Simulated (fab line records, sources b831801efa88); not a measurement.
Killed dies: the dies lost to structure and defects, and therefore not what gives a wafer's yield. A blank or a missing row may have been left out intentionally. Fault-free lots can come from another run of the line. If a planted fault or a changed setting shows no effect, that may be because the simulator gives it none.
Which tool was responsible? + flow sky130 + 24 lots with 72 wafers sampled at 6 steps, on a route of 708 steps

## WHAT EACH GAUGE READ, for each wafer
SKY_FIELD_ISO_THK_MEAS_04.
| lot  | measured    | on            | FIELD_ISO_CVD_03_THK (nm) |
|------|-------------|---------------|---------------------------|
| L074 | day 1 13:30 | film_metro-02 | 164.2 164.9 163.7         |
| L075 | day 1 18:30 | film_metro-01 | 166.4 167.1 166.3         |
| L076 | day 2 01:11 | film_metro-01 | 163.8 162.8 162.6         |
| L077 | day 2 05:28 | film_metro-04 | 165.6 166.1 166.0         |
| L078 | day 2 09:40 | film_metro-02 | 166.5 165.9 166.6         |
| L079 | day 2 14:29 | film_metro-01 | 162.9 164.5 163.4         |
| L080 | day 2 19:29 | film_metro-02 | 168.6 166.5 167.5         |
| L081 | day 3 04:26 | film_metro-01 | 164.0 166.0 165.7         |
| L082 | day 3 10:58 | film_metro-02 | 168.0 166.0 167.5         |
| L083 | day 3 10:58 | film_metro-01 | 164.3 164.4 164.1         |
| L084 | day 3 20:34 | film_metro-04 | 166.3 165.8 166.2         |
| L085 | day 3 20:34 | film_metro-01 | 168.0 166.1 167.4         |
| L086 | day 4 06:37 | film_metro-02 | 166.7 167.0 167.5         |
| L087 | day 4 06:37 | film_metro-04 | 166.6 165.7 167.8         |
| L088 | day 4 12:14 | film_metro-01 | 167.8 165.4 166.8         |
| L089 | day 4 17:44 | film_metro-01 | 165.0 164.8 165.0         |
| L090 | day 4 22:43 | film_metro-04 | 168.4 168.7 168.3         |
| L091 | day 5 04:38 | film_metro-01 | 166.8 165.5 166.2         |
| L092 | day 5 10:42 | film_metro-01 | 166.2 165.7 166.3         |
| L093 | day 5 13:31 | film_metro-02 | 166.6 165.7 166.9         |
| L094 | day 5 19:05 | film_metro-04 | 166.1 165.2 166.4         |
| L095 | day 5 23:31 | film_metro-01 | 167.7 167.1 166.1         |
| L096 | day 6 03:41 | film_metro-04 | 165.0 164.9 165.0         |
| L097 | day 6 08:31 | film_metro-01 | 166.8 166.4 167.3         |

SKY_CONTACT_THK_MEAS_03.
| lot  | measured     | on            | CONTACT_HDPCVD_THK (nm) |
|------|--------------|---------------|-------------------------|
| L074 | day 30 17:14 | film_metro-04 | 572 581 572             |
| L075 | day 31 02:28 | film_metro-01 | 560 556 555             |
| L076 | day 31 07:17 | film_metro-01 | 565 567 561             |
| L077 | day 32 05:06 | film_metro-02 | 574 569 558             |
| L078 | day 33 06:30 | film_metro-02 | 550 548 556             |
| L079 | day 33 14:49 | film_metro-02 | 562 561 559             |
| L080 | day 33 13:56 | film_metro-04 | 567 565 568             |
| L081 | day 34 04:46 | film_metro-04 | 568 576 577             |
| L082 | day 34 05:58 | film_metro-01 | 563 557 563             |
| L083 | day 34 07:28 | film_metro-01 | 568 568 564             |
| L084 | day 34 09:25 | film_metro-01 | 568 568 573             |
| L085 | day 34 09:16 | film_metro-01 | 554 552 565             |
| L086 | day 35 04:59 | film_metro-02 | 573 560 558             |
| L087 | day 35 00:37 | film_metro-01 | 572 556 559             |
| L088 | day 35 23:26 | film_metro-04 | 561 564 561             |
| L089 | day 35 18:32 | film_metro-01 | 569 565 560             |
| L090 | day 36 08:02 | film_metro-04 | 560 576 567             |
| L091 | day 36 11:05 | film_metro-02 | 563 571 569             |
| L092 | day 36 15:07 | film_metro-04 | 558 565 555             |
| L093 | day 36 16:10 | film_metro-04 | 566 565 573             |
| L094 | day 36 21:39 | film_metro-01 | 569 558 560             |
| L095 | day 37 17:24 | film_metro-01 | 566 572 561             |
| L096 | day 37 18:49 | film_metro-04 | 567 557 569             |
| L097 | day 37 19:46 | film_metro-01 | 554 557 551             |

SKY_VIA2_BOW_MEAS_03.
| lot  | measured     | on            | VIA2_BOW (um) |
|------|--------------|---------------|---------------|
| L074 | day 35 12:49 | film_metro-02 | 91 80 91      |
| L075 | day 35 20:43 | film_metro-04 | 95 86 95      |
| L076 | day 36 01:40 | film_metro-02 | 85 78 83      |
| L077 | day 36 23:14 | film_metro-02 | 79 97 85      |
| L078 | day 37 20:49 | film_metro-01 | 91 94 89      |
| L079 | day 38 05:40 | film_metro-01 | 84 81 79      |
| L080 | day 38 03:18 | film_metro-04 | 91 97 83      |
| L081 | day 38 20:09 | film_metro-04 | 93 82 92      |
| L082 | day 38 22:54 | film_metro-04 | 96 81 78      |
| L083 | day 39 00:43 | film_metro-02 | 83 74 89      |
| L084 | day 39 01:59 | film_metro-02 | 82 82 78      |
| L085 | day 39 01:37 | film_metro-01 | 87 99 84      |
| L086 | day 39 20:36 | film_metro-02 | 75 89 84      |
| L087 | day 39 13:08 | film_metro-04 | 88 83 95      |
| L088 | day 40 13:43 | film_metro-01 | 83 76 88      |
| L089 | day 40 08:15 | film_metro-02 | 83 94 95      |
| L090 | day 40 22:02 | film_metro-01 | 81 78 89      |
| L091 | day 41 00:20 | film_metro-02 | 75 72 78      |
| L092 | day 41 02:57 | film_metro-01 | 85 92 86      |
| L093 | day 41 04:29 | film_metro-01 | 94 89 83      |
| L094 | day 41 09:12 | film_metro-02 | 90 90 72      |
| L095 | day 42 04:09 | film_metro-01 | 82 79 93      |
| L096 | day 42 04:23 | film_metro-02 | 78 74 82      |
| L097 | day 42 08:32 | film_metro-02 | 73 78 81      |

SKY_METAL3_OVL_MEAS_14.
| lot  | measured     | on         | METAL3_OVL (nm) |
|------|--------------|------------|-----------------|
| L074 | day 38 21:07 | overlay-01 | 10 4 -6         |
| L075 | day 39 03:57 | overlay-02 | -4 -8 -9        |
| L076 | day 39 08:51 | overlay-01 | -6 -5 -1        |
| L077 | day 40 05:36 | overlay-01 | 6 -1 -2         |
| L078 | day 41 04:25 | overlay-02 | -1 -2 -4        |
| L079 | day 41 11:34 | overlay-01 | 7 4 7           |
| L080 | day 41 09:53 | overlay-02 | -6 -8 -1        |
| L081 | day 42 00:52 | overlay-02 | -4 2 4          |
| L082 | day 42 02:36 | overlay-02 | -6 7 -3         |
| L083 | day 42 04:54 | overlay-01 | 2 0 6           |
| L084 | day 42 06:42 | overlay-02 | 2 -13 1         |
| L085 | day 42 06:03 | overlay-01 | 1 0 8           |
| L086 | day 43 00:33 | overlay-02 | -6 -5 1         |
| L087 | day 42 15:39 | overlay-01 | -22 -10 -17     |
| L088 | day 43 15:49 | overlay-01 | 0 -2 -2         |
| L089 | day 43 10:05 | overlay-01 | 2 7 1           |
| L090 | day 43 23:58 | overlay-01 | 4 7 0           |
| L091 | day 44 02:01 | overlay-01 | -5 -1 6         |
| L092 | day 44 05:12 | overlay-02 | 0 3 9           |
| L093 | day 44 06:08 | overlay-02 | -3 1 1          |
| L094 | day 44 09:49 | overlay-02 | -8 -10 -8       |
| L095 | day 45 03:55 | overlay-01 | -11 -1 -8       |
| L096 | day 45 04:34 | overlay-01 | -6 -2 -3        |
| L097 | day 45 08:43 | overlay-02 | -11 -10 -8      |

## WHICH TOOL RAN EACH LOT (tool, then ch and the chambers of the sampled wafers, then the start)
| lot  | SKY_VIA1_ETCH_14                   | SKY_METAL3_SPUTTER_00        |
|------|------------------------------------|------------------------------|
| L074 | rie_diel-01 ch 0,1,2, day 34 06:14 | pvd_sputter-01, day 36 16:54 |
| L075 | rie_diel-03 ch 0,1,2, day 34 13:59 | pvd_sputter-03, day 37 01:11 |
| L076 | rie_diel-03 ch 1,2, day 34 21:02   | pvd_sputter-03, day 37 05:15 |
| L077 | rie_diel-01 ch 1,2,3, day 35 16:23 | pvd_sputter-04, day 38 01:10 |
| L078 | rie_diel-04 ch 0,1, day 36 16:50   | pvd_sputter-01, day 39 01:17 |
| L079 | rie_diel-01 ch 0,1, day 37 01:17   | pvd_sputter-04, day 39 09:29 |
| L080 | rie_diel-03 ch 0,2,3, day 37 00:20 | pvd_sputter-04, day 39 06:55 |
| L081 | rie_diel-03 ch 2,3, day 37 15:41   | pvd_sputter-04, day 39 23:23 |
| L082 | rie_diel-01 ch 0,1,2, day 37 17:38 | pvd_sputter-03, day 40 01:55 |
| L083 | rie_diel-01 ch 1,2,3, day 37 18:35 | pvd_sputter-03, day 40 03:47 |
| L084 | rie_diel-03 ch 0,3, day 37 20:41   | pvd_sputter-01, day 40 05:36 |
| L085 | rie_diel-01 ch 1,3, day 37 20:08   | pvd_sputter-04, day 40 05:18 |
| L086 | rie_diel-03 ch 1,2,3, day 38 14:56 | pvd_sputter-01, day 40 22:56 |
| L087 | rie_diel-04 ch 0,1,3, day 38 08:41 | pvd_sputter-03, day 40 15:22 |
| L088 | rie_diel-03 ch 0,1,2, day 39 08:56 | pvd_sputter-04, day 41 15:00 |
| L089 | rie_diel-03 ch 0,1,2, day 39 03:50 | pvd_sputter-04, day 41 09:40 |
| L090 | rie_diel-01 ch 1,2,3, day 39 18:20 | pvd_sputter-03, day 41 23:18 |
| L091 | rie_diel-03 ch 0,1,2, day 39 20:44 | pvd_sputter-04, day 42 01:37 |
| L092 | rie_diel-03 ch 1,2, day 40 00:11   | pvd_sputter-01, day 42 04:58 |
| L093 | rie_diel-03 ch 0,3, day 40 01:41   | pvd_sputter-01, day 42 05:51 |
| L094 | rie_diel-01 ch 0,2,3, day 40 05:59 | pvd_sputter-03, day 42 09:46 |
| L095 | rie_diel-01 ch 0,2,3, day 41 00:50 | pvd_sputter-01, day 43 06:19 |
| L096 | rie_diel-03 ch 0,1,2, day 41 01:11 | pvd_sputter-03, day 43 06:36 |
| L097 | rie_diel-01 ch 0,1,2, day 41 04:29 | pvd_sputter-04, day 43 10:41 |
- SKY_VIA1_ETCH_14: etches BARC in N2/H2, stops on SiO2, time 45.9 s, target depth 60 nm.
- SKY_METAL3_SPUTTER_00: material Ti, target thk 15 nm, time 10 s.

## WHAT THE TOOLS THEMSELVES READ (means of the sampled wafers that have a number; where no wafer has one, the mark that the record gives instead)
SKY_VIA1_ETCH_14.
| lot  | tool        | drypump_motor_current_A (A) | oes_product_au (a.u.) | throttle_valve_pct (%) |
|------|-------------|-----------------------------|-----------------------|------------------------|
| L074 | rie_diel-01 | 5.4                         | 0.855                 | 13.219                 |
| L075 | rie_diel-03 | 5.6                         | 0.854                 | 13.220                 |
| L076 | rie_diel-03 | 5.2                         | 0.855                 | 13.230                 |
| L077 | rie_diel-01 | 5.8                         | 0.860                 | 13.230                 |
| L078 | rie_diel-04 | 5.4                         | 0.856                 | 13.221                 |
| L079 | rie_diel-01 | 5.4                         | 0.856                 | 13.219                 |
| L080 | rie_diel-03 | 5.5                         | 0.855                 | 13.228                 |
| L081 | rie_diel-03 | 5.1                         | 0.849                 | 13.228                 |
| L082 | rie_diel-01 | 5.4                         | 0.856                 | 13.228                 |
| L083 | rie_diel-01 | 5.7                         | 0.854                 | 13.234                 |
| L084 | rie_diel-03 | 5.9                         | 0.851                 | 13.232                 |
| L085 | rie_diel-01 | 5.9                         | 0.851                 | 13.232                 |
| L086 | rie_diel-03 | 5.2                         | 0.857                 | 13.228                 |
| L087 | rie_diel-04 | 5.5                         | 0.856                 | 13.226                 |
| L088 | rie_diel-03 | 5.6                         | 0.858                 | 13.216                 |
| L089 | rie_diel-03 | 5.6                         | 0.853                 | 13.215                 |
| L090 | rie_diel-01 | 5.7                         | 0.858                 | 13.223                 |
| L091 | rie_diel-03 | 5.6                         | 0.855                 | 13.226                 |
| L092 | rie_diel-03 | 5.3                         | 0.856                 | 13.225                 |
| L093 | rie_diel-03 | 5.6                         | 0.861                 | 13.229                 |
| L094 | rie_diel-01 | 5.5                         | 0.856                 | 13.229                 |
| L095 | rie_diel-01 | 5.6                         | 0.852                 | 13.229                 |
| L096 | rie_diel-03 | 5.6                         | 0.850                 | 13.221                 |
| L097 | rie_diel-01 | 5.4                         | 0.857                 | 13.219                 |

SKY_METAL3_SPUTTER_00.
| lot  | tool           | throttle_valve_pct (%) |
|------|----------------|------------------------|
| L074 | pvd_sputter-01 | 29.7                   |
| L075 | pvd_sputter-03 | 28.5                   |
| L076 | pvd_sputter-03 | 28.6                   |
| L077 | pvd_sputter-04 | 32.5                   |
| L078 | pvd_sputter-01 | 29.4                   |
| L079 | pvd_sputter-04 | 31.1                   |
| L080 | pvd_sputter-04 | 30.2                   |
| L081 | pvd_sputter-04 | 29.7                   |
| L082 | pvd_sputter-03 | 29.3                   |
| L083 | pvd_sputter-03 | 30.3                   |
| L084 | pvd_sputter-01 | 29.5                   |
| L085 | pvd_sputter-04 | 30.5                   |
| L086 | pvd_sputter-01 | 29.4                   |
| L087 | pvd_sputter-03 | 29.3                   |
| L088 | pvd_sputter-04 | 29.9                   |
| L089 | pvd_sputter-04 | 30.3                   |
| L090 | pvd_sputter-03 | 29.3                   |
| L091 | pvd_sputter-04 | 31.9                   |
| L092 | pvd_sputter-01 | 29.7                   |
| L093 | pvd_sputter-01 | 29.5                   |
| L094 | pvd_sputter-03 | 28.7                   |
| L095 | pvd_sputter-01 | 30.3                   |
| L096 | pvd_sputter-03 | 29.2                   |
| L097 | pvd_sputter-04 | 30.4                   |

## THE ANSWER, worked out from the rows above alone
Rule: the lots themselves supply what counts as usual. Put in order of their means at a reading, lots are off if they are a third of the lots or fewer, leave a main group of 4 or more, and stand apart from it by a gap of 3 or more times the standard deviation of the main group's means; of several such gaps the widest counts. If all means in a main group match to the digits the tables above print for the reading, that group is not used. A lot without any number at a reading at which 4 lots or more have one is off too. Where the step has rows for the other lots, those lots are counted as sound. After the gauges, taken in route order, come the tools' own readings; for these a lot's mean is taken, as printed above. The first step at which some lot is off is used, and at that step the reading that is off furthest; a lot without a number counts as furthest.
None of the lots is off at any reading shown; this tells nothing.

## WHAT THE SIMULATOR PUT IN
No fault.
